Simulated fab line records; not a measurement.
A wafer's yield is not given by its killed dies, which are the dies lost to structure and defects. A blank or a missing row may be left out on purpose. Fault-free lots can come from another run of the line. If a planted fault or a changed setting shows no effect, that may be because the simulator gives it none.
fab line records    flow gf180mcu
[record] lots = 14  wafers = 42  last-day = 34
route steps=602 shown NWELL@50 CONTACT@291
lots untouched by any fault: they come from a run of this same line in which no faults occurred
start-h: start of the lot's first displayed wafer, in hours after the record's first day    wait-h: time in hours since the lot's previous step    " same as the row above    L1.1+2: one row covering several wafers at once    - value missing, or start not given    * or withheld: withheld    < > ~ a bound
route shown NAME@n: NAME is a module with steps in the file, n the number in the route of the first one    usual: mean and standard deviation over wafers with no fault    same: alike in all rows    chamber/n: place in a boat    sites: per-site readings    _std_site: the standard deviation of these    _edge_site: outer sites' mean less inner sites'    radius-mm: how far each site lies from the wafer's centre    mask NAME#n: copy n    behind: the most recent tool/chamber to have shaped the wafer    hold: why the lot went on hold/how many hours it stayed there/how the hold came to an end    device: transistor that didn't switch, given as n, p or np    end of line: the tests these same wafers got at the end of their route    for a step that has no rows: nothing shown but its recipe    killed: count of dies lost to structure and defects at first sort (not the wafer's yield)    map: a wafer's dies, marking killed ones x, the rest . and places with no die _
set.NAME: the run value of the setting; set.NAME@STEP: its run value at that earlier step    model.NAME: the simulator's own value behind a step, which no gauge read
the route's steps for a sample of lots (tables are steps, rows are wafers)
services: when a tool's chamber went out of use (start-h, in hours from the record's first day, below 0 if earlier), for how many hours, and the reason
[[steps]]
[step GF_NWELL_IMPLANT_08]
[recipe] species = P  energy-kev = 450  dose-cm2 = 1.5e+13  tilt-deg = 0
[usual] beam-energy-keV = 449.97/0.14
lot.wafer  tool          chamber  start-h  wait-h  beam-energy-keV
L223.3     implanter-02  0        64.81    0.1     450.14
L223.5     "             0        "        "       449.96
L223.6     "             0        "        "       450.12
L225.1     implanter-04  0        73.12    0.0     449.88
L225.2     "             0        "        "       449.74
L225.4     "             0        "        "       449.95
L226.1     implanter-02  0        76.06    0.0     450.07
L226.4     "             0        "        "       449.98
L226.5     "             0        "        "       449.80
L227.1     implanter-04  0        81.66    0.0     450.12
L227.4     "             0        "        "       450.17
L227.6     "             0        "        "       450.15
L228.1     implanter-02  0        82.16    0.0     449.96
L228.3     "             0        "        "       449.84
L228.6     "             0        "        "       450.05
L230.3     implanter-02  0        94.37    0.1     450.15
L230.4     "             0        "        "       449.90
L230.6     "             0        "        "       449.82
L229.3     implanter-02  0        95.97    0.1     450.26
L229.5     "             0        "        "       450.14
L229.6     "             0        "        "       450.00
L231.3     implanter-02  0        97.21    0.1     449.87
L231.5     "             0        "        "       450.07
L231.6     "             0        "        "       449.93
L232.3     implanter-02  0        104.91   0.1     449.90
L232.4     "             0        "        "       450.02
L232.5     "             0        "        "       449.64
L235.1     implanter-02  0        120.06   0.0     471.53
L235.2     "             0        "        "       471.58
L235.4     "             0        "        "       471.68
L236.2     implanter-02  0        127.18   0.0     472.01
L236.3     "             0        "        "       471.54
L236.6     "             0        "        "       471.59
L244.1     implanter-04  0        170.10   0.0     450.20
L244.3     "             0        "        "       449.80
L244.6     "             0        "        "       450.18
L245.1     implanter-04  0        175.57   0.0     450.01
L245.2     "             0        "        "       450.10
L245.4     "             0        "        "       450.10
L246.1     implanter-04  0        180.36   0.0     449.88
L246.2     "             0        "        "       449.86
L246.3     "             0        "        "       449.93
[step GF_VT_IMPLANT_RS_MEAS_47]
[recipe] thk-meas-gauge = four-point-probe
[usual] NWELL_RS = 488.2/1.3
lot.wafer  tool           chamber  start-h  wait-h  NWELL_RS[ohm/sq]
L223.3     film-metro-02  -        165.84   0.1     487.9
L223.5     "              -        "        "       487.9
L223.6     "              -        "        "       489.0
L225.1     film-metro-01  -        174.44   0.1     488.1
L225.2     "              -        "        "       486.8
L225.4     "              -        "        "       487.7
L226.1     film-metro-02  -        180.00   0.1     492.8
L226.4     "              -        "        "       492.9
L226.5     "              -        "        "       491.8
L227.1     film-metro-01  -        193.48   0.1     485.0
L227.4     "              -        "        "       487.0
L227.6     "              -        "        "       487.0
L228.1     film-metro-02  -        194.08   0.1     486.6
L228.3     "              -        "        "       486.9
L228.6     "              -        "        "       487.9
L230.3     film-metro-02  -        202.98   0.1     486.8
L230.4     "              -        "        "       486.7
L230.6     "              -        "        "       487.0
L229.3     film-metro-02  -        204.62   0.1     488.3
L229.5     "              -        "        "       489.5
L229.6     "              -        "        "       490.6
L231.3     film-metro-02  -        205.54   0.1     488.0
L231.5     "              -        "        "       488.0
L231.6     "              -        "        "       487.1
L232.3     film-metro-04  -        215.53   0.1     489.2
L232.4     "              -        "        "       487.9
L232.5     "              -        "        "       488.8
L235.1     film-metro-02  -        237.15   0.1     485.6
L235.2     "              -        "        "       483.7
L235.4     "              -        "        "       485.3
L236.2     film-metro-01  -        242.37   0.1     483.5
L236.3     "              -        "        "       483.6
L236.6     "              -        "        "       484.5
L244.1     film-metro-04  -        295.84   0.1     487.5
L244.3     "              -        "        "       487.5
L244.6     "              -        "        "       488.1
L245.1     film-metro-01  -        302.23   0.1     488.9
L245.2     "              -        "        "       487.9
L245.4     "              -        "        "       488.2
L246.1     film-metro-02  -        307.50   0.1     490.0
L246.2     "              -        "        "       488.4
L246.3     "              -        "        "       488.2
[step GF_CONTACT_CMP_04]
[recipe] material = SiO2  down-force-psi = 4  platen-rpm = 60  pad-velocity-m-s = 0.94248
[usual] head-pressure-psi = 4.000/0.0085  motor-current-A = 13.4/2.2  time-to-endpoint-s = 113/7.6
lot.wafer  tool    chamber  start-h  wait-h  head-pressure-psi  motor-current-A  time-to-endpoint-s
L223.3     cmp-01  0        349.12   0.0     4.000              11.7             102
L223.5     "       0        "        "       3.994              12.3             107
L223.6     "       1        "        "       3.993              12.4             119
L225.1     cmp-02  0        358.62   0.1     4.005              14.1             113
L225.4     "       1        "        "       4.006              9.5              121
L225.2     "       3        "        "       3.996              15.3             111
L226.4     cmp-01  3        362.87   0.1     3.990              13.1             106
L226.1     "       0        "        "       3.989              11.8             105
L226.5     "       2        "        "       3.995              12.0             110
L227.4     cmp-02  3        380.72   0.0     4.003              15.0             115
L227.1     "       1        "        "       4.001              9.3              111
L227.6     "       0        "        "       4.005              14.0             125
L228.3     cmp-02  0        384.92   0.1     4.003              14.6             118
L228.1     "       2        "        "       4.001              16.4             102
L228.6     "       0        "        "       4.003              13.6             123
L231.3     cmp-02  2        398.58   0.0     4.008              15.9             108
L231.6     "       2        "        "       3.991              16.1             128
L231.5     "       3        "        "       3.993              15.3             112
L229.3     cmp-01  2        399.95   0.0     4.004              13.1             108
L229.6     "       2        "        "       3.996              13.4             110
L229.5     "       3        "        "       3.999              12.6             112
L230.4     cmp-01  3        400.46   0.1     4.002              12.7             105
L230.3     "       0        "        "       4.001              11.6             105
L230.6     "       1        "        "       3.984              12.4             128
L232.3     cmp-02  3        417.72   0.1     3.989              15.1             109
L232.4     "       0        "        "       4.001              14.3             122
L232.5     "       1        "        "       3.985              9.4              111
L235.2     cmp-01  3        447.89   0.0     3.998              12.8             97
L235.1     "       0        "        "       3.998              11.9             104
L235.4     "       2        "        "       3.986              12.5             102
L236.2     cmp-01  2        460.53   0.0     4.001              12.2             106
L236.3     "       3        "        "       4.005              13.6             105
L236.6     "       2        "        "       3.995              12.1             109
L244.1     cmp-02  0        517.57   0.1     3.987              15.0             116
L244.3     "       2        "        "       3.988              15.8             115
L244.6     "       0        "        "       3.993              14.7             121
L245.2     cmp-02  0        525.92   0.0     4.008              14.1             116
L245.4     "       2        "        "       3.987              15.9             113
L245.1     "       3        "        "       4.000              15.5             105
L246.2     cmp-02  0        532.09   0.0     3.993              14.1             117
L246.3     "       1        "        "       3.996              9.6              108
L246.1     "       3        "        "       4.002              14.2             103
[step GF_CONTACT_OVL_MEAS_15]
[usual] CONTACT_OVL = -2/5.6
lot.wafer  tool        chamber  start-h  wait-h  CONTACT_OVL[nm]
L223.3     overlay-02  -        371.01   0.1     2
L223.5     "           -        "        "       1
L223.6     "           -        "        "       2
L225.1     overlay-01  -        381.63   0.1     5
L225.2     "           -        "        "       12
L225.4     "           -        "        "       12
L226.1     overlay-02  -        385.30   0.1     2
L226.4     "           -        "        "       4
L226.5     "           -        "        "       -4
L227.1     overlay-02  -        404.48   0.1     -7
L227.4     "           -        "        "       -9
L227.6     "           -        "        "       -7
L228.1     overlay-02  -        408.53   0.1     -6
L228.3     "           -        "        "       -6
L228.6     "           -        "        "       -2
L231.3     overlay-01  -        422.35   0.1     3
L231.5     "           -        "        "       4
L231.6     "           -        "        "       -7
L229.3     overlay-02  -        424.74   0.1     0
L229.5     "           -        "        "       1
L229.6     "           -        "        "       -2
L230.3     overlay-01  -        425.84   0.1     -7
L230.4     "           -        "        "       -3
L230.6     "           -        "        "       -4
L232.3     overlay-01  -        441.96   0.1     7
L232.4     "           -        "        "       2
L232.5     "           -        "        "       7
L235.1     overlay-02  -        472.43   0.1     9
L235.2     "           -        "        "       -1
L235.4     "           -        "        "       0
L236.2     overlay-01  -        484.69   0.1     -7
L236.3     "           -        "        "       -8
L236.6     "           -        "        "       -9
L244.1     overlay-02  -        540.94   0.1     1
L244.3     "           -        "        "       0
L244.6     "           -        "        "       -5
L245.1     overlay-01  -        548.75   0.1     2
L245.2     "           -        "        "       -5
L245.4     "           -        "        "       -4
L246.1     overlay-01  -        555.16   0.1     -12
L246.2     "           -        "        "       -7
L246.3     "           -        "        "       -12
[step GF_CONTACT_SPUTTER_22]
[recipe] material = Ti  target-thk-nm = 15  chamber-pressure-pa = 5  power-w = 2500  substrate-temp-c = 200  time-s = 80.02
[usual] throttle-valve-pct = 29.9/1.2
lot.wafer  tool            chamber  start-h  wait-h  throttle-valve-pct
L223.3     pvd-sputter-04  -        371.50   0.0     30.1
L223.5     "               -        "        "       30.1
L223.6     "               -        "        "       29.0
L225.1     pvd-sputter-02  -        382.14   0.0     29.7
L225.2     "               -        "        "       30.4
L225.4     "               -        "        "       31.8
L226.1     pvd-sputter-02  -        385.80   0.0     30.1
L226.4     "               -        "        "       30.2
L226.5     "               -        "        "       30.2
L227.1     pvd-sputter-04  -        404.99   0.0     30.9
L227.4     "               -        "        "       28.9
L227.6     "               -        "        "       27.8
L228.1     pvd-sputter-04  -        409.04   0.0     27.8
L228.3     "               -        "        "       30.7
L228.6     "               -        "        "       27.5
L231.3     pvd-sputter-04  -        422.87   0.0     30.8
L231.5     "               -        "        "       30.8
L231.6     "               -        "        "       27.6
L229.3     pvd-sputter-02  -        425.24   0.0     29.7
L229.5     "               -        "        "       29.8
L229.6     "               -        "        "       32.0
L230.3     pvd-sputter-04  -        426.35   0.0     30.3
L230.4     "               -        "        "       27.7
L230.6     "               -        "        "       30.8
L232.3     pvd-sputter-02  -        442.44   0.0     29.9
L232.4     "               -        "        "       29.1
L232.5     "               -        "        "       32.1
L235.1     pvd-sputter-04  -        472.93   0.0     27.7
L235.2     "               -        "        "       30.8
L235.4     "               -        "        "       28.6
L236.2     pvd-sputter-02  -        485.27   0.0     30.0
L236.3     "               -        "        "       29.9
L236.6     "               -        "        "       29.9
L244.1     pvd-sputter-01  -        541.53   0.0     31.1
L244.3     "               -        "        "       28.8
L244.6     "               -        "        "       31.2
L245.1     pvd-sputter-04  -        549.33   0.0     27.4
L245.2     "               -        "        "       28.5
L245.4     "               -        "        "       30.7
L246.1     pvd-sputter-02  -        555.67   0.0     29.5
L246.2     "               -        "        "       29.6
L246.3     "               -        "        "       32.2
[[services]]
tool            chamber  start-h  hours  kind
cmp-02          -        64.00    4.0    pm
implanter-02    -        111.41   3.7    pm
cmp-02          -        134.84   4.3    repair
cmp-01          -        187.09   5.0    pm
cmp-02          -        214.08   5.8    pm
cmp-01          -        220.66   8.2    pm
cmp-01          -        229.82   2.5    repair
cmp-01          -        231.15   1.2    repair
cmp-01          -        232.38   4.0    pm
cmp-01          -        237.58   5.9    repair
pvd-sputter-02  -        245.92   1.5    repair
pvd-sputter-02  -        261.64   1.9    repair
pvd-sputter-02  -        274.92   2.5    repair
cmp-01          -        277.74   6.8    repair
pvd-sputter-02  -        282.64   5.3    repair
cmp-01          -        292.92   0.6    repair
pvd-sputter-04  -        329.12   3.3    repair
cmp-02          -        334.65   0.9    repair
implanter-02    -        359.56   3.8    repair
cmp-02          -        386.00   0.2    repair
cmp-02          -        404.13   4.0    pm
cmp-02          -        449.18   0.3    repair
cmp-02          -        520.15   0.4    repair
cmp-02          -        533.81   1.7    repair
[[key]]
[first-sign] step = GF_NWELL_IMPLANT_08  reading = beam-energy-keV  direction = up  sigmas = 99+  usual = 449.97  struck = 471.65
[effect] step = GF_VT_IMPLANT_RS_MEAS_47  reading = NWELL_RS  direction = down  sigmas = 2.9  usual = 488.2  struck = 484.4
met-at GF_NWELL_IMPLANT_08
struck-lots L235,L236
tester-left-out L235,L236
not-acting-at GF_CONTACT_CMP_04,GF_CONTACT_OVL_MEAS_15,GF_CONTACT_SPUTTER_22
onset-between 104.91 120.06
[fault] kind = process-parameter-drift  tool = implanter-02  chamber = -  onset-h = 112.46  steps = GF_NWELL_IMPLANT_08  channel = energy-kev  offset = 21.742  shape = step  end-h = 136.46  acts-in = these-recipes-only  stated = 450
// tester-left-out: of these lots the tester's yield and bins aren't shown, on N5 and GAA mostly nor the transistor test; their killed dies are dies lost to structure and defects alone, not to doping, threshold or leakage, so they don't give the yield
